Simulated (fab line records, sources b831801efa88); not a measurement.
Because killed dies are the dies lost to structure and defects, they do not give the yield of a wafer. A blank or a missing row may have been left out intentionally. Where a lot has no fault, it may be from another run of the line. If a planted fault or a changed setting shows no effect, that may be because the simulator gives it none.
Problem report in the 8D (eight disciplines) form, filled by code / flow sky130 / the parts of the form that need people (team, actions taken, sign-off) are left out

== 1. THE PROBLEM ==
Across 6 wafers from 2 lots, METAL5_ALCU_RS at SKY_METAL5_RS_MEAS_05 averages 0.0230 ohm/sq, while fault-free wafers read 0.0270 ohm/sq with a standard deviation of 0.00034. Measured from the usual mean, that is -12 standard deviations.
The step: measures by four-point-probe.
First seen on wafer L333.1, day 45 00:03, on film_metro-01. At this step, 41 wafers from 14 lots have a number in the record. Rule for "out" (also "out of limits"): further than 4 standard deviations from the usual mean. All remaining wafers that have a number are taken as sound.

== 2. WHAT THIS IS AND IS NOT ==
question=which readings at this step | is=METAL5_ALCU_RS | is not=-
question=which lots | is=L333, L335 | is not=L327, L328, L329, L334, L337, L338, L339, L341, L342, L345, L347, L349
question=which wafers of those lots | is=all that have a number | is not=-
question=read on which gauges | is=film_metro-01, film_metro-02 | is not=film_metro-04
question=when | is=from day 45 00:03 | is not=up to then (9 sound wafers); but 26 sound wafers of L334, L337, L338, L339, L341, L342, L345, L347, L349 came after

== 3. WHAT RULES OUT EACH SUSPECT ==
Counting: a tool at any process step up to the reading remains a suspect when it ran all the lots that are out and ran no sound lot after the first of those.
- the gauge at SKY_METAL5_RS_MEAS_05 is ruled out. 2 gauges (film_metro-01, film_metro-02) read the wafers that are out.
- rie_metal-02 at SKY_METAL3_DESCUM_15 (chemistry O2, time 8 s): ruled out as a lasting fault. Following L333 (day 40 20:19), the first lot on it that is out, the sound lots L337, L342, L345, L349 were run on it.
- pvd_sputter-02 at SKY_METAL5_SPUTTER_02 (material AlCu, target thk 1150 nm, time 61.2 s): kept. It ran every lot that is out, first L333 (day 44 23:56), and no sound lot after that.
After counting, what remains is pvd_sputter-02 at SKY_METAL5_SPUTTER_02.

== 4. THE CAUSE (what the simulator had put in) ==
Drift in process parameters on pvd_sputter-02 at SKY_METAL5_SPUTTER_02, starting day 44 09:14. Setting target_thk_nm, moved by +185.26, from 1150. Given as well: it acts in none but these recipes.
The count eliminated every tool but this one.

== 5. THE EFFECT CHAIN, in route order ==
One row per reading whose mean, taken over the struck wafers that have a number, lies over 3 standard deviations from the usual. Only readings whose record carries a usual standard deviation are examined. hours: median over the lots of the time between each lot's start at the first step of this table that gives one and its start at this step. sigmas: the change, counted in usual standard deviations.
hours=0; step=SKY_METAL5_RS_MEAS_05; reading=METAL5_ALCU_RS; usual=0.0270 ohm/sq; on struck wafers=0.0230; change=-0.0040; sigmas=-12
hours=0; step=SKY_METAL5_THK_MEAS_06; reading=METAL5_ALCU_THK; usual=1175 nm; on struck wafers=1378; change=+203; sigmas=+14
hours=21; step=SKY_METAL5_METAL_ETCH_15; reading=oes_product_au; usual=0.893 a.u.; on struck wafers=0.959; change=+0.066; sigmas=+12
The process steps in it:
- SKY_METAL5_METAL_ETCH_15: etches the open film in Cl2/BCl3, stops on SiO2, target depth 1260 nm, time 252 s.

== 6. WHAT WOULD HAVE CAUGHT IT SOONER ==
In this record the first reading out of limits at a measuring or inspecting step was taken at day 45 00:03, 15 hours after the fault began at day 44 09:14.
No tool reading at SKY_METAL5_SPUTTER_02 that has a usual standard deviation in the record was out on any struck wafer, so an alarm limit of 4 standard deviations on those readings would not have fired.
Among the 2 lots that are out, L335 began SKY_METAL5_SPUTTER_02 on pvd_sputter-02 after day 45 00:03. A hold on the tool at that time would have spared it.
